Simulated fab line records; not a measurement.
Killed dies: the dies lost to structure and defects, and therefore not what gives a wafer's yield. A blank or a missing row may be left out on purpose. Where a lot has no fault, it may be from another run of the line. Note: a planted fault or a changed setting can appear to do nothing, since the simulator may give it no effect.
Which of the tools did it? || flow sky130 || 42 wafers from 14 lots sampled at 4 of the route's 708 steps

WHAT EACH GAUGE READ, for each wafer
SKY_FIELD_ISO_BOW_MEAS_00. Usual: for INCOMING_BOW the level is 0 um and the standard deviation is 7.1.
{"lot": "L471", "measured": "day 1 10:01", "on": "film metro-01", "INCOMING_BOW (um)": "3 8 4", "flag": ""}
{"lot": "L472", "measured": "day 1 15:01", "on": "film metro-01", "INCOMING_BOW (um)": "2 -14 4", "flag": ""}
{"lot": "L473", "measured": "day 1 20:00", "on": "film metro-02", "INCOMING_BOW (um)": "-4 -4 12", "flag": ""}
{"lot": "L474", "measured": "day 2 01:01", "on": "film metro-03", "INCOMING_BOW (um)": "0 10 14", "flag": ""}
{"lot": "L475", "measured": "day 2 06:01", "on": "film metro-03", "INCOMING_BOW (um)": "5 4 12", "flag": ""}
{"lot": "L476", "measured": "day 2 11:00", "on": "film metro-01", "INCOMING_BOW (um)": "-3 1 2", "flag": ""}
{"lot": "L478", "measured": "day 2 21:01", "on": "film metro-03", "INCOMING_BOW (um)": "2 1 0", "flag": ""}
{"lot": "L479", "measured": "day 3 02:02", "on": "film metro-01", "INCOMING_BOW (um)": "6 -2 10", "flag": ""}
{"lot": "L487", "measured": "day 4 18:04", "on": "film metro-03", "INCOMING_BOW (um)": "-3 -10 -4", "flag": ""}
{"lot": "L488", "measured": "day 4 23:00", "on": "film metro-03", "INCOMING_BOW (um)": "-6 13 3", "flag": ""}
{"lot": "L490", "measured": "day 5 09:01", "on": "film metro-03", "INCOMING_BOW (um)": "2 -6 1", "flag": ""}
{"lot": "L491", "measured": "day 5 14:00", "on": "film metro-02", "INCOMING_BOW (um)": "0 -18 -9", "flag": ""}
{"lot": "L492", "measured": "day 5 19:00", "on": "film metro-03", "INCOMING_BOW (um)": "-3 1 -1", "flag": ""}
{"lot": "L494", "measured": "day 6 05:00", "on": "film metro-01", "INCOMING_BOW (um)": "-1 -9 -8", "flag": ""}

SKY_FIELD_ISO_THK_MEAS_02. Usual: for FIELD_ISO_OXIDATION_00_THK the level is 12.00 nm and the standard deviation is 0.25.
{"lot": "L471", "measured": "day 1 13:05", "on": "film metro-02", "FIELD_ISO_OXIDATION_00_THK (nm)": "11.49 11.57 11.31", "flag": ""}
{"lot": "L472", "measured": "day 1 17:20", "on": "film metro-02", "FIELD_ISO_OXIDATION_00_THK (nm)": "11.56 11.52 11.84", "flag": ""}
{"lot": "L473", "measured": "day 1 22:04", "on": "film metro-02", "FIELD_ISO_OXIDATION_00_THK (nm)": "12.10 12.11 12.13", "flag": ""}
{"lot": "L474", "measured": "day 2 02:38", "on": "film metro-01", "FIELD_ISO_OXIDATION_00_THK (nm)": "11.96 12.10 11.93", "flag": ""}
{"lot": "L475", "measured": "day 2 08:44", "on": "film metro-02", "FIELD_ISO_OXIDATION_00_THK (nm)": "11.77 11.60 11.78", "flag": ""}
{"lot": "L476", "measured": "day 2 13:02", "on": "film metro-01", "FIELD_ISO_OXIDATION_00_THK (nm)": "11.76 11.79 11.72", "flag": ""}
{"lot": "L478", "measured": "day 2 22:38", "on": "film metro-01", "FIELD_ISO_OXIDATION_00_THK (nm)": "12.03 12.00 12.05", "flag": ""}
{"lot": "L479", "measured": "day 3 04:34", "on": "film metro-02", "FIELD_ISO_OXIDATION_00_THK (nm)": "11.81 11.84 11.87", "flag": ""}
{"lot": "L487", "measured": "day 4 19:40", "on": "film metro-02", "FIELD_ISO_OXIDATION_00_THK (nm)": "11.97 12.02 11.90", "flag": ""}
{"lot": "L488", "measured": "day 5 01:17", "on": "film metro-03", "FIELD_ISO_OXIDATION_00_THK (nm)": "12.08 12.07 11.95", "flag": ""}
{"lot": "L490", "measured": "day 5 10:40", "on": "film metro-02", "FIELD_ISO_OXIDATION_00_THK (nm)": "11.89 12.02 11.99", "flag": ""}
{"lot": "L491", "measured": "day 5 16:29", "on": "film metro-02", "FIELD_ISO_OXIDATION_00_THK (nm)": "11.78 11.80 12.10", "flag": ""}
{"lot": "L492", "measured": "day 5 22:53", "on": "film metro-02", "FIELD_ISO_OXIDATION_00_THK (nm)": "11.98 12.10 12.12", "flag": ""}
{"lot": "L494", "measured": "day 6 07:20", "on": "film metro-02", "FIELD_ISO_OXIDATION_00_THK (nm)": "12.30 12.24 12.18", "flag": ""}

SKY_SONOS_ONO_THK_MEAS_05. Usual: for SONOS_ONO_CVD_04_THK the level is 5.77 nm and the standard deviation is 0.12.
{"lot": "L471", "measured": "day 11 13:53", "on": "film metro-02", "SONOS_ONO_CVD_04_THK (nm)": "5.72 5.57 5.66", "flag": ""}
{"lot": "L472", "measured": "day 11 23:32", "on": "film metro-02", "SONOS_ONO_CVD_04_THK (nm)": "5.71 5.54 5.69", "flag": ""}
{"lot": "L473", "measured": "day 12 06:53", "on": "film metro-01", "SONOS_ONO_CVD_04_THK (nm)": "5.81 5.84 5.77", "flag": ""}
{"lot": "L474", "measured": "day 12 15:17", "on": "film metro-02", "SONOS_ONO_CVD_04_THK (nm)": "5.76 5.68 5.71", "flag": ""}
{"lot": "L475", "measured": "day 13 01:02", "on": "film metro-02", "SONOS_ONO_CVD_04_THK (nm)": "5.72 5.76 5.85", "flag": ""}
{"lot": "L476", "measured": "day 13 07:22", "on": "film metro-03", "SONOS_ONO_CVD_04_THK (nm)": "5.88 5.74 5.73", "flag": ""}
{"lot": "L478", "measured": "day 13 15:28", "on": "film metro-03", "SONOS_ONO_CVD_04_THK (nm)": "5.63 5.50 5.58", "flag": ""}
{"lot": "L479", "measured": "day 14 00:01", "on": "film metro-03", "SONOS_ONO_CVD_04_THK (nm)": "5.81 5.86 5.81", "flag": ""}
{"lot": "L487", "measured": "day 17 13:09", "on": "film metro-01", "SONOS_ONO_CVD_04_THK (nm)": "6.02 5.92 5.98", "flag": ""}
{"lot": "L488", "measured": "day 17 13:07", "on": "film metro-02", "SONOS_ONO_CVD_04_THK (nm)": "5.73 5.80 5.82", "flag": ""}
{"lot": "L490", "measured": "day 18 00:15", "on": "film metro-01", "SONOS_ONO_CVD_04_THK (nm)": "5.65 5.76 5.74", "flag": ""}
{"lot": "L491", "measured": "day 18 14:05", "on": "film metro-02", "SONOS_ONO_CVD_04_THK (nm)": "5.77 5.70 5.79", "flag": ""}
{"lot": "L492", "measured": "day 18 14:05", "on": "film metro-03", "SONOS_ONO_CVD_04_THK (nm)": "5.90 5.89 5.81", "flag": ""}
{"lot": "L494", "measured": "day 19 04:17", "on": "film metro-03", "SONOS_ONO_CVD_04_THK (nm)": "5.48 5.79 5.71", "flag": ""}

WHICH TOOL RAN EACH LOT (tool, then ch and the chambers of the sampled wafers, then the start)
{"lot": "L471", "SKY_NWELL_EXPOSE_07": "iline stepper-02 ch 0, day 4 04:40"}
{"lot": "L472", "SKY_NWELL_EXPOSE_07": "iline stepper-01 ch 0, day 4 13:01"}
{"lot": "L473", "SKY_NWELL_EXPOSE_07": "iline stepper-02 ch 0, day 4 15:07"}
{"lot": "L474", "SKY_NWELL_EXPOSE_07": "iline stepper-02 ch 0, day 4 23:17"}
{"lot": "L475", "SKY_NWELL_EXPOSE_07": "iline stepper-01 ch 0, day 5 05:44"}
{"lot": "L476", "SKY_NWELL_EXPOSE_07": "iline stepper-01 ch 0, day 5 10:44"}
{"lot": "L478", "SKY_NWELL_EXPOSE_07": "iline stepper-01 ch 0, day 5 17:51"}
{"lot": "L479", "SKY_NWELL_EXPOSE_07": "iline stepper-01 ch 0, day 6 00:14"}
{"lot": "L487", "SKY_NWELL_EXPOSE_07": "iline stepper-01, day 8 02:49"}
{"lot": "L488", "SKY_NWELL_EXPOSE_07": "iline stepper-02, day 8 07:01"}
{"lot": "L490", "SKY_NWELL_EXPOSE_07": "iline stepper-02 ch 0, day 8 20:20"}
{"lot": "L491", "SKY_NWELL_EXPOSE_07": "iline stepper-02 ch 0, day 9 01:14"}
{"lot": "L492", "SKY_NWELL_EXPOSE_07": "iline stepper-02 ch 0, day 9 06:26"}
{"lot": "L494", "SKY_NWELL_EXPOSE_07": "iline stepper-01 ch 0, day 9 15:08"}
- SKY_NWELL_EXPOSE_07: exposes mask NWM, target cd 840 nm.

WHAT THE TOOLS THEMSELVES READ (means of the sampled wafers that have a number; where no wafer has one, the mark that the record gives instead)
SKY_NWELL_EXPOSE_07. Usual: exposure dose mJ cm2 255.01, standard deviation 0.24; focus offset nm 0.0 nm, standard deviation 0.5.
{"lot": "L471", "tool": "iline stepper-02", "exposure dose mJ cm2": 254.81, "focus offset nm (nm)": 0.1, "flag": ""}
{"lot": "L472", "tool": "iline stepper-01", "exposure dose mJ cm2": 254.80, "focus offset nm (nm)": 0.3, "flag": ""}
{"lot": "L473", "tool": "iline stepper-02", "exposure dose mJ cm2": 255.25, "focus offset nm (nm)": 0.0, "flag": ""}
{"lot": "L474", "tool": "iline stepper-02", "exposure dose mJ cm2": 254.81, "focus offset nm (nm)": 0.3, "flag": ""}
{"lot": "L475", "tool": "iline stepper-01", "exposure dose mJ cm2": 254.76, "focus offset nm (nm)": -0.3, "flag": ""}
{"lot": "L476", "tool": "iline stepper-01", "exposure dose mJ cm2": 255.00, "focus offset nm (nm)": 1.1, "flag": ""}
{"lot": "L478", "tool": "iline stepper-01", "exposure dose mJ cm2": 255.03, "focus offset nm (nm)": -0.2, "flag": ""}
{"lot": "L479", "tool": "iline stepper-01", "exposure dose mJ cm2": 255.49, "focus offset nm (nm)": 0.3, "flag": ""}
{"lot": "L487", "tool": "iline stepper-01", "exposure dose mJ cm2": "-", "focus offset nm (nm)": "-", "flag": "OFF"}
{"lot": "L488", "tool": "iline stepper-02", "exposure dose mJ cm2": "-", "focus offset nm (nm)": "-", "flag": "OFF"}
{"lot": "L490", "tool": "iline stepper-02", "exposure dose mJ cm2": 254.96, "focus offset nm (nm)": -0.3, "flag": ""}
{"lot": "L491", "tool": "iline stepper-02", "exposure dose mJ cm2": 254.99, "focus offset nm (nm)": 0.2, "flag": ""}
{"lot": "L492", "tool": "iline stepper-02", "exposure dose mJ cm2": 254.79, "focus offset nm (nm)": 0.6, "flag": ""}
{"lot": "L494", "tool": "iline stepper-01", "exposure dose mJ cm2": 254.88, "focus offset nm (nm)": -0.2, "flag": ""}

THE ANSWER, worked out from the rows above alone
Rule: lot off if the mean of its wafers having a number is beyond 3 standard deviations from the usual mean. Also off: a lot with no number at a reading for which 4 or more lots have one. Where the step has rows for the other lots, those lots are counted as sound. After the gauges, taken in route order, come the tools' own readings; for these a lot's mean is taken, as printed above. At the first step where some lot is off, the reading lying furthest off is the one used; lots without a number count as furthest.
Off, at SKY_NWELL_EXPOSE_07 on exposure dose mJ cm2: L487, L488. Without a number there: L487, L488.
A tool fits if, at that step or a process step before it, it ran every lot that is off, and no sound lot after the first of them. Not one of the candidates tried fits.

WHAT THE SIMULATOR HAD PUT IN
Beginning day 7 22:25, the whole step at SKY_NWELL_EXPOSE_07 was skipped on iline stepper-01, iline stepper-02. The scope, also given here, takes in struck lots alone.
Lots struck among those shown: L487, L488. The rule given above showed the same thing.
